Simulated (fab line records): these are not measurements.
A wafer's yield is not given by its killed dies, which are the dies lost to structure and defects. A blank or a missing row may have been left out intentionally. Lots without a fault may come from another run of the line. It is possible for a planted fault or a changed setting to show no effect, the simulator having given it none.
Struck lot and sound lot, side by side :: flow sky130 :: 18 steps out of a route of 708
Sound: these wafers, L314.1, L314.4, L314.5. Struck: wafers L311.1, L311.2, L311.5. Last of all comes the cause.
Order at every step that has rows: each side's tool, ch and its chambers, its first start. Under that, the readings that differ: sound wafers :: struck wafers :: difference of the means :: sigmas: that difference in standard deviations of wafers without a fault.
alike: readings with means less than 2 such deviations apart, plus words and numbers identical on both sides. not compared: withheld readings, readings lacking a value on some wafer, bounds such as >300 that could conceal the same value, and numbers that have no deviation in the record and whose values overlap.
The two part at a step that has a row with sigmas, a row that says differs or no value, or rows on one side only. Numbers that have no deviation but don't overlap get no sigmas and don't part them. A reading that every wafer of one side lacks parts them only if that side has two wafers or more.

SKY_VIA4_ETCH_12: etches SiO2 in C4F8/O2/Ar, stops on TiN, target depth 580 nm.
  sound on rie diel-04 ch 0,1, day 47 21:40; struck on rie diel-04 ch 1,2,3, day 47 20:53
  alike: oes product au
then, 4 steps without rows for these wafers: SKY_VIA4_STRIP_13 (strips in O2/N2); SKY_VIA4_STRIP_14 (strips in post etch residue remover, time 1200 s); SKY_VIA4_CLEAN_15 (cleans in IPA, time 180 s); SKY_VIA4_CLEAN_16 (cleans in O3/DIW).
SKY_VIA4_SPUTTER_17: material TiN, target thk 20 nm, time 80 s.
  sound on pvd sputter-04 at day 47 22:23; struck on pvd sputter-02 at day 47 21:33
  alike: cathode dc power W, chamber pressure pa, throttle valve pct
SKY_VIA4_CVD_18: deposits W, target thk 505 nm, time 152.14 s.
  sound on cvd w-01 ch 0,1, day 47 22:26; struck on cvd w-01 ch 0,1, day 47 21:37
  alike: heater power w
SKY_VIA4_RS_MEAS_19: measurement is done with a four-point probe.
  sound on film metro-02 at day 47 22:35; struck on film metro-04 at day 47 21:46
  alike: VIA4_W_RS
SKY_VIA4_THK_MEAS_20: measures by xrf.
  sound on film metro-02 at day 47 22:43; struck on film metro-04 at day 47 21:53
  alike: VIA4_W_THK
SKY_VIA4_CMP_21: polishes, stops on SiO2, t overpolish 25 s, target thk 0 nm.
  sound on cmp-01 ch 1,3, day 47 22:52; struck on cmp-02 ch 0,1,3, day 47 21:56
reading: time to endpoint s (s)
sound: 132 133 132
struck: 120 117 121
difference: -13
sigmas: -3
  alike: motor current A, overpolish run s, platen rpm, slurry filter dp kPa
then, 2 steps without rows for these wafers: SKY_METAL5_SPUTTER_00 (material Ti, target thk 15 nm, time 10 s); SKY_METAL5_SPUTTER_01 (material TiN, target thk 20 nm, time 16.7 s).
SKY_METAL5_SPUTTER_02: material AlCu, target thk 1150 nm, time 61.2 s.
  sound on pvd sputter-01 at day 47 23:10; struck on pvd sputter-02 at day 47 22:17
  no value came back on the struck wafers for cathode dc power W (W), chamber pressure pa (Pa), throttle valve pct (%); on the sound wafers cathode dc power W (W) reads 10601 10599 10598
SKY_METAL5_SPUTTER_03: material Ti, target thk 5 nm, time 3.3 s.
  sound on pvd sputter-01 at day 47 23:13; struck on pvd sputter-02 at day 47 22:20
  alike: cathode dc power W, chamber pressure pa, throttle valve pct
then, 1 step without rows for these wafers: SKY_METAL5_SPUTTER_04 (material TiN, target thk 70 nm, time 58.3 s).
SKY_METAL5_RS_MEAS_05: measurement is done with a four-point probe.
  sound on film metro-04 at day 47 23:16; struck on film metro-01 at day 47 22:25
reading: METAL5_ALCU_RS (ohm/sq)
sound: 0.02743 0.02689 0.02712
struck: 8.6759 8.6481 8.662
difference: +8.6349
sigmas: +99 or more
SKY_METAL5_THK_MEAS_06: measures by xrf.
  sound on film metro-04 at day 47 23:23; struck on film metro-01 at day 47 22:32
reading: METAL5_ALCU_THK (nm)
sound: 1171 1196 1187
struck: <1 <1 <1
difference: differs
sigmas: 
then, 1 step without rows for these wafers: SKY_METAL5_DEHYDRATE_07 (time 60 s).

## WHERE THEY PART
Last at SKY_METAL5_THK_MEAS_06 as far as this record goes, first at SKY_VIA4_CMP_21.

WHY: the cause the simulator had injected
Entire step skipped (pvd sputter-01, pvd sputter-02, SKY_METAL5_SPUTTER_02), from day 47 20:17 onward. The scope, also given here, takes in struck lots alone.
